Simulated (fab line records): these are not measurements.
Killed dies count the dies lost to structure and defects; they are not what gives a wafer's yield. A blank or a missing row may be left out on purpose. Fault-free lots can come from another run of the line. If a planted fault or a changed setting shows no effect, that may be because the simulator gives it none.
fab line records	flow sky130
record: lots: 12	wafers: 36	last-day: 50
route steps=708 shown VIA3@585 METAL4@601 PAD_OPEN@708
lots that met no fault: taken from a fault-free run of the same line
start-h: hours from the record's first day to the start of the lot's first wafer shown	wait-h: time in hours since the lot's previous step	" same as the row above	L1.1+2: a row that stands for several wafers	- no value, or no start given	* or withheld: withheld	< > ~ a bound
route shown NAME@n: names a module that has steps shown in the file, with the first one's number in the route	usual: average and standard deviation across the fault-free wafers	same: alike in all rows	chamber/n: place in a boat	sites: the reading at each site	_std_site: how widely they spread, as a standard deviation	_edge_site: the outer-site mean with the inner-site mean subtracted	radius-mm: how far each site lies from the wafer's centre	mask NAME#n: copy n	behind: the most recent tool/chamber to have shaped the wafer	hold: the reason the lot was held/the length of the hold in hours/how it ended	device: names the non-switching transistor (n, p or np)	end of line: the route-end tests of the same wafers	for a step that has no rows: nothing shown but its recipe	killed: dies lost to structure and defects at the first sort, not the wafer's yield	map: shows each die of a wafer: x if killed, . if not, _ if none is there
set.NAME: the setting as run; set.NAME@STEP: as run at that earlier step	model.NAME: the simulator's own value behind a step, which no gauge read
route steps across a sampled set of lots; one table per step, one row per wafer
services: a tool's chamber out of use, with start hour (start-h, from the record's first day; less than 0 if before it), hours out, and reason
== steps ==
step: SKY_VIA3_CD_MEAS_12
recipe: target-cd-nm: 200
usual: cd-nm: 199.5/1.3
lot.wafer	tool	chamber	start-h	wait-h	cd-nm
L649.2	cd-sem-01	-	940.87	-	198.3
L649.4	"	-	"	"	198.0
L649.6	"	-	"	"	198.5
L650.1	cd-sem-01	-	941.95	-	198.9
L650.3	"	-	"	"	196.8
L650.4	"	-	"	"	197.9
L658.4	cd-sem-01	-	991.71	-	199.5
L658.5	"	-	"	"	199.3
L658.6	"	-	"	"	198.4
L662.1	cd-sem-01	-	1011.20	-	200.6
L662.2	"	-	"	"	200.3
L662.4	"	-	"	"	201.4
L663.1	cd-sem-02	-	1014.00	-	199.9
L663.5	"	-	"	"	201.3
L663.6	"	-	"	"	198.9
L664.1	cd-sem-02	-	1019.05	-	199.3
L664.4	"	-	"	"	201.9
L664.5	"	-	"	"	200.2
L666.2	cd-sem-02	-	1049.62	-	199.3
L666.3	"	-	"	"	199.5
L666.5	"	-	"	"	200.3
L667.1	cd-sem-01	-	1051.25	-	198.3
L667.2	"	-	"	"	198.4
L667.4	"	-	"	"	200.3
L668.3	cd-sem-02	-	1057.44	-	199.8
L668.4	"	-	"	"	200.8
L668.6	"	-	"	"	199.5
L670.1	cd-sem-02	-	1070.33	-	201.9
L670.5	"	-	"	"	202.2
L670.6	"	-	"	"	202.0
L671.2	cd-sem-01	-	1076.40	-	200.2
L671.3	"	-	"	"	198.9
L671.6	"	-	"	"	200.2
L672.1	cd-sem-02	-	1076.60	-	199.9
L672.4	"	-	"	"	199.3
L672.6	"	-	"	"	198.9
step: SKY_VIA3_ETCH_15
recipe: target: SiO2	chemistry: C4F8/O2/Ar	target-depth-nm: 507	stop-on: TiN	mask-material: KrF-thick	source-w: 1500	bias-w: 1200	pressure-mtorr: 40	c4f8-flow-sccm: withheld	O2_flow_sccm: 6	Ar_flow_sccm: 300	time-s: 78
usual: oes-product-au: 0.946/0.0046
lot.wafer	tool	chamber	start-h	wait-h	oes-product-au	rf-hours-counter-h
L649.2	rie-diel-01	1	941.05	0.0	0.940	21
L649.4	"	3	"	"	0.943	2
L649.6	"	1	"	"	0.943	-
L650.1	rie-diel-01	1	942.15	0.0	0.951	21
L650.3	"	3	"	"	0.959	2
L650.4	"	0	"	"	0.937	22
L658.4	rie-diel-03	1	991.85	0.0	0.947	17
L658.5	"	3	"	"	0.949	-
L658.6	"	0	"	"	0.950	-
L662.1	rie-diel-03	2	1011.40	0.0	0.947	10
L662.2	"	0	"	"	0.942	4
L662.4	"	3	"	"	0.947	15
L663.1	rie-diel-01	3	1014.20	0.0	0.948	4
L663.5	"	3	"	"	0.947	-
L663.6	"	2	"	"	0.942	-
L664.1	rie-diel-02	1	1019.25	0.0	0.951	7
L664.4	"	0	"	"	0.948	15
L664.5	"	1	"	"	0.946	-
L666.2	rie-diel-01	2	1049.80	0.0	0.950	24
L666.3	"	1	"	"	0.941	25
L666.5	"	0	"	"	0.948	-
L667.1	rie-diel-01	3	1051.45	0.0	0.945	5
L667.2	"	1	"	"	0.957	25
L667.4	"	2	"	"	0.943	24
L668.3	rie-diel-02	3	1057.60	0.0	0.943	13
L668.4	"	1	"	"	0.956	8
L668.6	"	0	"	"	0.942	-
L670.1	rie-diel-01	1	1070.52	0.0	0.947	25
L670.5	"	2	"	"	0.949	-
L670.6	"	3	"	"	0.950	-
L671.2	rie-diel-01	3	1076.57	0.0	0.951	6
L671.3	"	0	"	"	0.937	26
L671.6	"	1	"	"	0.951	-
L672.1	rie-diel-02	0	1076.80	0.0	0.945	17
L672.4	"	1	"	"	0.938	9
L672.6	"	2	"	"	0.953	-
step: SKY_VIA3_SPUTTER_20
recipe: material: TiN	target-thk-nm: 20	chamber-pressure-pa: 5	power-w: 4000	time-s: 80
usual: cathode-dc-power-W: 4000.0/0.76	throttle-valve-pct: 30.2/0.77
lot.wafer	tool	chamber	start-h	wait-h	cathode-dc-power-W	throttle-valve-pct
L649.2	pvd-sputter-04	-	941.71	0.0	4001.6	30.2
L649.4	"	-	"	"	3999.5	30.8
L649.6	"	-	"	"	4000.0	28.3
L650.1	pvd-sputter-02	-	942.84	0.0	3999.8	29.8
L650.3	"	-	"	"	3999.8	30.1
L650.4	"	-	"	"	4001.3	30.3
L658.4	pvd-sputter-01	-	992.56	0.0	4000.7	30.1
L658.5	"	-	"	"	3998.8	30.5
L658.6	"	-	"	"	4000.7	30.5
L662.1	pvd-sputter-04	-	1012.07	0.0	4000.2	31.0
L662.2	"	-	"	"	4000.2	30.3
L662.4	"	-	"	"	3999.4	28.1
L663.1	pvd-sputter-01	-	1014.92	0.0	4001.0	30.4
L663.5	"	-	"	"	4000.0	31.3
L663.6	"	-	"	"	4000.3	30.1
L664.1	pvd-sputter-01	-	1019.90	0.0	4000.0	31.1
L664.4	"	-	"	"	4000.8	30.2
L664.5	"	-	"	"	3999.4	30.4
L666.2	pvd-sputter-01	-	1050.45	0.0	4000.3	30.5
L666.3	"	-	"	"	3999.8	31.3
L666.5	"	-	"	"	3998.9	30.3
L667.1	pvd-sputter-02	-	1052.10	0.0	4001.1	30.3
L667.2	"	-	"	"	4000.7	30.2
L667.4	"	-	"	"	3999.9	30.2
L668.3	pvd-sputter-02	-	1058.25	0.0	3999.7	29.1
L668.4	"	-	"	"	4000.9	29.8
L668.6	"	-	"	"	3999.6	30.3
L670.1	pvd-sputter-02	-	1071.18	0.0	4000.7	29.2
L670.5	"	-	"	"	3999.5	30.2
L670.6	"	-	"	"	4000.2	29.2
L671.2	pvd-sputter-01	-	1077.23	0.0	3999.7	30.4
L671.3	"	-	"	"	4000.4	30.6
L671.6	"	-	"	"	3999.3	30.2
L672.1	pvd-sputter-04	-	1077.45	0.0	3999.2	28.2
L672.4	"	-	"	"	3999.5	30.5
L672.6	"	-	"	"	3999.9	30.5
step: SKY_METAL4_SPUTTER_03
recipe: material: Ti	target-thk-nm: 5	power-w: 3000	time-s: 3.3	chamber-pressure-pa: 0.4
usual: cathode-dc-power-W: 3000.0/0.57	throttle-valve-pct: 29.5/1.1
lot.wafer	tool	chamber	start-h	wait-h	cathode-dc-power-W	throttle-valve-pct
L649.2	pvd-sputter-02	-	942.46	0.0	3000.3	28.9
L649.4	"	-	"	"	2999.8	30.5
L649.6	"	-	"	"	2999.8	30.2
L650.1	pvd-sputter-03	-	943.59	0.0	2999.5	28.6
L650.3	"	-	"	"	2999.3	29.5
L650.4	"	-	"	"	3001.1	27.3
L658.4	pvd-sputter-03	-	993.31	0.0	2998.9	27.1
L658.5	"	-	"	"	3428.2	29.6
L658.6	"	-	"	"	3000.1	28.5
L662.1	pvd-sputter-02	-	1012.82	0.0	3000.7	29.0
L662.2	"	-	"	"	2999.7	30.0
L662.4	"	-	"	"	3000.0	30.5
L663.1	pvd-sputter-02	-	1015.67	0.0	2999.6	30.2
L663.5	"	-	"	"	2999.8	29.1
L663.6	"	-	"	"	2999.6	29.3
L664.1	pvd-sputter-02	-	1020.65	0.0	2999.9	30.2
L664.4	"	-	"	"	3000.0	29.3
L664.5	"	-	"	"	2999.5	30.2
L666.2	pvd-sputter-03	-	1051.20	0.0	2999.6	29.6
L666.3	"	-	"	"	3000.2	28.6
L666.5	"	-	"	"	2999.0	29.8
L667.1	pvd-sputter-02	-	1052.85	0.0	3000.6	30.1
L667.2	"	-	"	"	3000.2	28.9
L667.4	"	-	"	"	2999.6	30.6
L668.3	pvd-sputter-04	-	1059.00	0.0	2999.0	30.9
L668.4	"	-	"	"	3000.4	30.2
L668.6	"	-	"	"	3000.3	31.0
L670.1	pvd-sputter-04	-	1071.93	0.0	2999.8	28.1
L670.5	"	-	"	"	3000.4	31.2
L670.6	"	-	"	"	2999.6	27.9
L671.2	pvd-sputter-03	-	1077.98	0.0	3000.3	27.0
L671.3	"	-	"	"	3000.0	30.4
L671.6	"	-	"	"	3000.6	30.4
L672.1	pvd-sputter-04	-	1078.20	0.0	3000.1	30.8
L672.4	"	-	"	"	3000.7	28.1
L672.6	"	-	"	"	2999.3	30.8
step: SKY_PAD_OPEN_PROBE_99
usual: defect-limited-yield: 82.4/1.9	killed_at_M0_to_M3: 43/6.5	killed_at_M4_up: 3.3/2	killed-at-contacts: 24/5.2	killed-at-front-end: 16/4.2	killed-at-other: 0.3/0.6	killed-dies: 87/9.3	killed-open: 47/7.8	killed-short: 39/6.2	sort_bin_3_pad_short: 0.9/0.42	sort_bin_5_function: 10.5/1.4	sort_bin_6_memory: 6.3/0.97	sort-n-pass: 405/9.3	sort-yield-pct: 82.4/1.9
same: gross-dies: 492	killed-at-back-side: 0	sort_bin_4_leakage[%]: 0	sort_bin_8_speed[%]: 0
lot.wafer	tool	chamber	start-h	wait-h	defect-limited-yield[%]	killed_at_M0_to_M3	killed_at_M4_up	killed-at-contacts	killed-at-front-end	killed-at-other	killed-dies	killed-open	killed-short	sort_bin_3_pad_short[%]	sort_bin_5_function[%]	sort_bin_6_memory[%]	sort-n-pass	sort-yield-pct[%]
L649.2	prober-01	-	1084.20	0.1	81.7	52	0	21	16	1	90	52	37	1.2	10.4	6.7	402	81.7
L649.4	prober-01	-	1084.30	0.2	85.4	41	1	21	9	0	72	37	35	0.6	9.3	4.7	420	85.4
L649.6	prober-01	-	1084.40	0.2	81.7	45	5	19	20	1	90	44	46	0.8	10.8	6.7	402	81.7
L650.1	prober-01	-	1085.23	0.1	83.5	35	3	23	19	1	81	41	40	1.2	8.3	6.9	411	83.5
L650.3	prober-01	-	1085.33	0.2	83.3	37	2	22	21	0	82	47	34	0.6	7.9	8.1	410	83.3
L650.4	prober-01	-	1085.38	0.2	82.1	44	1	22	21	0	88	45	43	0.2	11.0	6.7	404	82.1
L658.4	prober-02	-	1129.07	0.2	84.8	38	0	19	18	0	75	35	40	0.6	9.6	5.1	417	84.8
L658.5	prober-02	-	1129.12	0.2	83.5	51	2	18	10	0	81	41	40	0.6	9.6	6.3	411	83.5
L658.6	prober-02	-	1129.17	0.2	82.9	45	3	26	10	0	84	43	41	0.2	10.8	6.1	408	82.9
L662.1	prober-01	-	1144.40	0.1	81.1	38	2	29	23	1	93	50	43	0.4	11.4	7.1	399	81.1
L662.2	prober-01	-	1144.45	0.1	79.3	46	3	33	20	0	102	69	33	0.8	14.0	5.9	390	79.3
L662.4	prober-01	-	1144.55	0.2	80.5	48	1	31	15	1	96	51	45	2.0	11.2	6.3	396	80.5
L663.1	prober-01	-	1148.21	0.1	83.5	49	2	17	13	0	81	53	28	0.2	9.6	6.7	411	83.5
L663.5	prober-01	-	1148.41	0.2	82.7	49	3	19	14	0	85	47	38	1.8	10.4	5.1	407	82.7
L663.6	prober-01	-	1148.46	0.2	80.9	48	2	22	22	0	94	55	39	2.0	10.6	6.5	398	80.9
L664.1	prober-02	-	1150.34	0.1	80.3	60	4	19	14	0	97	52	45	1.4	11.8	6.5	395	80.3
L664.4	prober-02	-	1150.49	0.2	78.9	54	6	28	16	0	104	59	44	1.2	11.2	8.7	388	78.9
L664.5	prober-02	-	1150.54	0.2	79.1	53	5	27	18	0	103	62	41	1.2	12.8	6.9	389	79.1
L666.2	prober-02	-	1177.57	0.1	84.1	44	5	15	13	1	78	37	39	0.8	8.9	6.1	414	84.1
L666.3	prober-02	-	1177.62	0.2	81.7	45	2	26	17	0	90	48	41	0.4	12.0	5.9	402	81.7
L666.5	prober-02	-	1177.72	0.2	83.5	36	3	21	21	0	81	49	32	0.4	8.7	7.3	411	83.5
L667.1	prober-01	-	1177.87	0.1	80.9	44	4	28	18	0	94	42	52	1.2	11.4	6.5	398	80.9
L667.2	prober-01	-	1177.92	0.1	84.6	38	2	20	16	0	76	35	41	0.6	10.2	4.7	416	84.6
L667.4	prober-01	-	1178.02	0.2	84.3	34	3	20	20	0	77	31	46	0.4	9.3	5.9	415	84.3
L668.3	prober-02	-	1180.50	0.2	83.5	44	4	18	15	0	81	33	45	0.8	8.7	6.9	411	83.5
L668.4	prober-02	-	1180.55	0.2	84.1	33	4	23	18	0	78	43	35	0.6	8.9	6.3	414	84.1
L668.6	prober-02	-	1180.65	0.2	83.1	39	7	26	10	1	83	42	41	1.4	9.8	5.7	409	83.1
L670.1	prober-02	-	1190.52	0.1	85.2	42	2	16	13	0	73	42	31	1.2	6.9	6.7	419	85.2
L670.5	prober-02	-	1190.72	0.2	85.0	32	1	24	17	0	74	33	39	0.8	9.3	4.9	418	85.0
L670.6	prober-02	-	1190.77	0.2	82.5	43	4	17	20	2	86	46	39	0.6	9.8	7.1	406	82.5
L671.2	prober-01	-	1192.50	0.1	85.4	30	2	21	19	0	72	32	40	0.4	10.2	4.1	420	85.4
L671.3	prober-01	-	1192.55	0.2	86.6	36	0	18	12	0	66	32	34	1.2	8.5	3.7	426	86.6
L671.6	prober-01	-	1192.70	0.2	82.5	39	1	33	13	0	86	42	44	0.8	10.2	6.5	406	82.5
L672.1	prober-02	-	1193.09	0.1	79.5	47	2	27	25	0	101	46	55	1.4	12.6	6.5	391	79.5
L672.4	prober-02	-	1193.24	0.2	79.7	49	5	27	19	0	100	47	53	0.8	12.0	7.5	392	79.7
L672.6	prober-02	-	1193.34	0.2	83.1	52	3	17	11	0	83	49	34	0.4	10.2	6.3	409	83.1
killed by level:class
L649.2 VIA1:geometric-particle:open=12 METAL1:geometric-particle:short=10 CONTACT:geometric-particle:open=9 VIA3:geometric-particle:open=9 FIELD_ISO:geometric-particle:open=5 LI_CONTACT:geometric-particle:open=5 VIA2:geometric-particle:open=5 FIELD_ISO:geometric-particle:short=4
L649.4 CONTACT:geometric-particle:open=10 VIA1:geometric-particle:open=6 METAL2:geometric-particle:short=5 CONTACT:geometric-particle:short=5 VIA1:geometric-particle:short=5 FIELD_ISO:geometric-particle:open=4 VIA2:geometric-particle:open=4 METAL1:geometric-particle:short=4
L649.6 CONTACT:geometric-particle:open=10 VIA3:geometric-particle:open=9 FIELD_ISO:geometric-particle:short=8 VIA1:geometric-particle:open=7 METAL2:geometric-particle:short=7 VIA3:geometric-particle:short=6 METAL1:geometric-particle:short=4 POLY_GATE:geometric-particle:short=4
L650.1 CONTACT:geometric-particle:open=12 VIA1:geometric-particle:open=7 FIELD_ISO:geometric-particle:short=6 LI_CONTACT:geometric-particle:open=6 VIA1:geometric-particle:short=6 METAL2:geometric-particle:short=5 POLY_GATE:geometric-particle:open=5 METAL1:geometric-particle:short=4
L650.3 VIA2:geometric-particle:open=8 POLY_GATE:geometric-particle:open=7 CONTACT:geometric-particle:open=7 METAL2:geometric-particle:short=6 METAL1:geometric-particle:short=5 VIA1:geometric-particle:open=5 FIELD_ISO:geometric-particle:open=4 LI_CONTACT:geometric-particle:short=4
L650.4 VIA1:geometric-particle:open=13 POLY_GATE:geometric-particle:short=9 METAL2:geometric-particle:short=7 POLY_GATE:geometric-particle:open=6 CONTACT:geometric-particle:open=6 METAL1:geometric-particle:short=6 LI_CONTACT:geometric-particle:open=5 VIA3:geometric-particle:open=5
L658.4 VIA1:geometric-particle:open=11 LI_CONTACT:geometric-particle:open=7 FIELD_ISO:geometric-particle:short=6 CONTACT:geometric-particle:short=6 METAL2:geometric-particle:short=6 POLY_GATE:geometric-particle:short=5 FIELD_ISO:geometric-particle:open=4 METAL1:geometric-particle:short=4
L658.5 VIA1:geometric-particle:open=8 METAL2:geometric-particle:short=8 VIA2:geometric-particle:open=8 VIA3:geometric-particle:short=8 CONTACT:geometric-particle:open=7 METAL1:geometric-particle:short=6 LI_CONTACT:geometric-particle:open=5 VIA1:geometric-particle:short=4
L658.6 CONTACT:geometric-particle:open=12 VIA1:geometric-particle:open=9 METAL2:geometric-particle:short=9 METAL1:geometric-particle:short=8 LOCAL_INTERCONNECT:geometric-particle:short=6 VIA3:geometric-particle:open=5 FIELD_ISO:geometric-particle:open=4 LI_CONTACT:geometric-particle:open=4
L662.1 VIA1:geometric-particle:open=9 CONTACT:geometric-particle:open=9 VIA2:geometric-particle:open=8 VIA3:geometric-particle:open=8 FIELD_ISO:geometric-particle:open=7 CONTACT:geometric-particle:short=7 LI_CONTACT:geometric-particle:open=6 LOCAL_INTERCONNECT:geometric-particle:short=6
L662.2 VIA1:geometric-particle:open=16 CONTACT:geometric-particle:open=13 LI_CONTACT:geometric-particle:open=10 POLY_GATE:geometric-particle:open=7 FIELD_ISO:geometric-particle:short=6 VIA3:geometric-particle:open=6 VIA2:geometric-particle:open=6 CONTACT:geometric-particle:short=5
L662.4 VIA1:geometric-particle:open=12 CONTACT:geometric-particle:open=10 LI_CONTACT:geometric-particle:open=9 VIA2:geometric-particle:open=7 CONTACT:geometric-particle:short=6 VIA1:geometric-particle:short=6 METAL2:geometric-particle:short=6 VIA2:geometric-particle:short=5
L663.1 VIA1:geometric-particle:open=15 VIA3:geometric-particle:open=9 VIA2:geometric-particle:open=8 CONTACT:geometric-particle:open=7 FIELD_ISO:geometric-particle:open=6 VIA1:geometric-particle:short=5 METAL1:geometric-particle:short=4 POLY_GATE:geometric-particle:short=3
L663.5 VIA1:geometric-particle:open=11 CONTACT:geometric-particle:open=9 VIA3:geometric-particle:open=8 VIA2:geometric-particle:open=7 VIA1:geometric-particle:short=5 METAL2:geometric-particle:short=5 FIELD_ISO:geometric-particle:short=4 VIA2:geometric-particle:short=4
L663.6 VIA1:geometric-particle:open=17 LI_CONTACT:geometric-particle:open=8 POLY_GATE:geometric-particle:open=7 CONTACT:geometric-particle:open=6 CONTACT:geometric-particle:short=5 VIA2:geometric-particle:short=5 METAL3:geometric-particle:short=5 FIELD_ISO:geometric-particle:short=4
L664.1 VIA1:geometric-particle:open=20 LOCAL_INTERCONNECT:geometric-particle:short=8 METAL2:geometric-particle:short=8 VIA3:geometric-particle:open=7 METAL1:geometric-particle:short=6 CONTACT:geometric-particle:open=5 VIA2:geometric-particle:open=5 POLY_GATE:geometric-particle:short=4
L664.4 VIA1:geometric-particle:open=14 VIA2:geometric-particle:open=10 CONTACT:geometric-particle:open=9 LI_CONTACT:geometric-particle:open=7 LOCAL_INTERCONNECT:geometric-particle:short=7 VIA3:geometric-particle:open=6 VIA1:geometric-particle:short=6 METAL4:geometric-particle:short=6
L664.5 VIA1:geometric-particle:open=11 CONTACT:geometric-particle:open=10 METAL1:geometric-particle:short=10 VIA2:geometric-particle:open=7 VIA3:geometric-particle:open=7 POLY_GATE:geometric-particle:open=6 METAL2:geometric-particle:short=6 FIELD_ISO:geometric-particle:open=5
L666.2 VIA1:geometric-particle:open=16 METAL1:geometric-particle:short=8 CONTACT:geometric-particle:open=6 CONTACT:geometric-particle:short=5 VIA3:geometric-particle:open=5 POLY_GATE:geometric-particle:short=4 METAL4:geometric-particle:short=4 FIELD_ISO:geometric-particle:short=3
L666.3 CONTACT:geometric-particle:open=12 METAL2:geometric-particle:short=8 FIELD_ISO:geometric-particle:open=7 LI_CONTACT:geometric-particle:open=7 METAL1:geometric-particle:short=7 VIA1:geometric-particle:short=5 VIA1:geometric-particle:open=5 VIA2:geometric-particle:open=5
L666.5 CONTACT:geometric-particle:open=10 VIA3:geometric-particle:open=8 VIA1:geometric-particle:open=7 FIELD_ISO:geometric-particle:open=6 POLY_GATE:geometric-particle:open=6 LI_CONTACT:geometric-particle:open=6 METAL2:geometric-particle:short=6 METAL1:geometric-particle:short=5
L667.1 CONTACT:geometric-particle:open=11 VIA1:geometric-particle:open=11 VIA1:geometric-particle:short=7 METAL1:geometric-particle:short=6 LI_CONTACT:geometric-particle:open=5 METAL2:geometric-particle:short=5 LI_CONTACT:geometric-particle:short=4 CONTACT:geometric-particle:short=4
L667.2 VIA1:geometric-particle:open=11 VIA1:geometric-particle:short=7 CONTACT:geometric-particle:open=6 POLY_GATE:geometric-particle:short=5 CONTACT:geometric-particle:short=5 FIELD_ISO:geometric-particle:short=4 LI_CONTACT:geometric-particle:open=4 METAL1:geometric-particle:short=4
L667.4 VIA1:geometric-particle:short=9 CONTACT:geometric-particle:open=6 FIELD_ISO:geometric-particle:short=5 POLY_GATE:geometric-particle:short=5 LI_CONTACT:geometric-particle:open=4 LOCAL_INTERCONNECT:geometric-particle:short=4 METAL1:geometric-particle:short=4 VIA1:geometric-particle:open=4
L668.3 LI_CONTACT:geometric-particle:open=7 METAL1:geometric-particle:short=7 VIA1:geometric-particle:open=7 METAL2:geometric-particle:short=6 POLY_GATE:geometric-particle:short=5 CONTACT:geometric-particle:open=5 VIA1:geometric-particle:short=5 VIA3:geometric-particle:short=5
L668.4 CONTACT:geometric-particle:open=7 VIA2:geometric-particle:open=7 FIELD_ISO:geometric-particle:open=6 VIA1:geometric-particle:open=6 VIA3:geometric-particle:open=6 LOCAL_INTERCONNECT:geometric-particle:short=5 FIELD_ISO:geometric-particle:short=4 LI_CONTACT:geometric-particle:short=4
L668.6 VIA1:geometric-particle:open=12 CONTACT:geometric-particle:open=11 LOCAL_INTERCONNECT:geometric-particle:short=6 METAL2:geometric-particle:short=6 METAL4:geometric-particle:short=6 LI_CONTACT:geometric-particle:open=5 METAL1:geometric-particle:short=5 VIA1:geometric-particle:short=4
L670.1 VIA1:geometric-particle:open=9 VIA2:geometric-particle:open=9 CONTACT:geometric-particle:open=8 METAL1:geometric-particle:short=5 VIA1:geometric-particle:short=5 FIELD_ISO:geometric-particle:short=4 POLY_GATE:geometric-particle:open=3 POLY_GATE:geometric-particle:short=3
L670.5 LI_CONTACT:geometric-particle:open=9 METAL1:geometric-particle:short=8 POLY_GATE:geometric-particle:short=6 CONTACT:geometric-particle:open=5 VIA2:geometric-particle:open=5 LOCAL_INTERCONNECT:geometric-particle:short=4 CONTACT:geometric-particle:short=4 METAL3:geometric-particle:short=4
L670.6 VIA1:geometric-particle:open=10 METAL1:geometric-particle:short=8 VIA3:geometric-particle:open=7 VIA2:geometric-particle:open=7 POLY_GATE:geometric-particle:open=5 POLY_GATE:geometric-particle:short=4 LI_CONTACT:geometric-particle:open=4 CONTACT:geometric-particle:short=4
L671.2 POLY_GATE:geometric-particle:short=7 CONTACT:geometric-particle:open=6 LOCAL_INTERCONNECT:geometric-particle:short=6 VIA1:geometric-particle:open=6 VIA2:geometric-particle:open=5 FIELD_ISO:geometric-particle:open=4 POLY_GATE:geometric-particle:open=4 CONTACT:geometric-particle:short=4
L671.3 VIA1:geometric-particle:open=9 CONTACT:geometric-particle:short=6 CONTACT:geometric-particle:open=6 METAL2:geometric-particle:short=6 VIA2:geometric-particle:open=5 VIA3:geometric-particle:short=5 FIELD_ISO:geometric-particle:open=4 LI_CONTACT:geometric-particle:open=4
L671.6 CONTACT:geometric-particle:open=13 CONTACT:geometric-particle:short=9 VIA1:geometric-particle:open=9 METAL1:geometric-particle:short=6 METAL3:geometric-particle:short=5 VIA2:geometric-particle:open=5 FIELD_ISO:geometric-particle:short=4 POLY_GATE:geometric-particle:short=4
L672.1 FIELD_ISO:geometric-particle:short=10 METAL1:geometric-particle:short=9 VIA3:geometric-particle:open=8 LOCAL_INTERCONNECT:geometric-particle:short=7 VIA1:geometric-particle:open=7 FIELD_ISO:geometric-particle:open=6 VIA2:geometric-particle:open=6 CONTACT:geometric-particle:open=6
L672.4 VIA1:geometric-particle:open=12 METAL1:geometric-particle:short=8 CONTACT:geometric-particle:open=7 METAL2:geometric-particle:short=7 LI_CONTACT:geometric-particle:open=6 FIELD_ISO:geometric-particle:short=5 LOCAL_INTERCONNECT:geometric-particle:short=5 CONTACT:geometric-particle:short=5
L672.6 VIA1:geometric-particle:open=13 VIA3:geometric-particle:open=9 VIA2:geometric-particle:open=8 CONTACT:geometric-particle:open=7 VIA1:geometric-particle:short=7 METAL2:geometric-particle:short=6 METAL1:geometric-particle:short=6 CONTACT:geometric-particle:short=4
== services ==
tool	chamber	start-h	hours	kind
pvd-sputter-03	-	918.28	13.5	repair
rie-diel-02	3	921.14	5.9	repair
rie-diel-03	0	931.61	8.1	repair
pvd-sputter-01	-	937.92	5.3	repair
pvd-sputter-02	-	949.04	2.1	repair
pvd-sputter-02	-	953.54	2.9	repair
rie-diel-03	3	954.56	5.5	repair
rie-diel-03	1	971.70	4.8	repair
pvd-sputter-03	-	1011.69	15.9	repair
rie-diel-01	-	1020.64	14.6	pm
rie-diel-02	1	1048.36	4.8	repair
pvd-sputter-01	-	1065.69	2.4	repair
== key ==
first-sign: step: SKY_METAL4_SPUTTER_03	reading: cathode-dc-power-W	direction: up	sigmas: 99+	usual: 3000.0	struck: 3428.2
effect none on later readings
met-at SKY_METAL4_SPUTTER_03
struck-lots L658
struck-wafers L658.5
not-acting-at SKY_VIA3_CD_MEAS_12,SKY_VIA3_ETCH_15,SKY_VIA3_SPUTTER_20
onset-between 943.59 993.31
fault: kind: process-parameter-drift	tool: pvd-sputter-03	chamber: -	onset-h: 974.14	steps: SKY_METAL4_SPUTTER_03	channel: power-w	offset: *	shape: step	end-h: 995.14	acts-in: *	stated: *	scope: struck-wafers-only
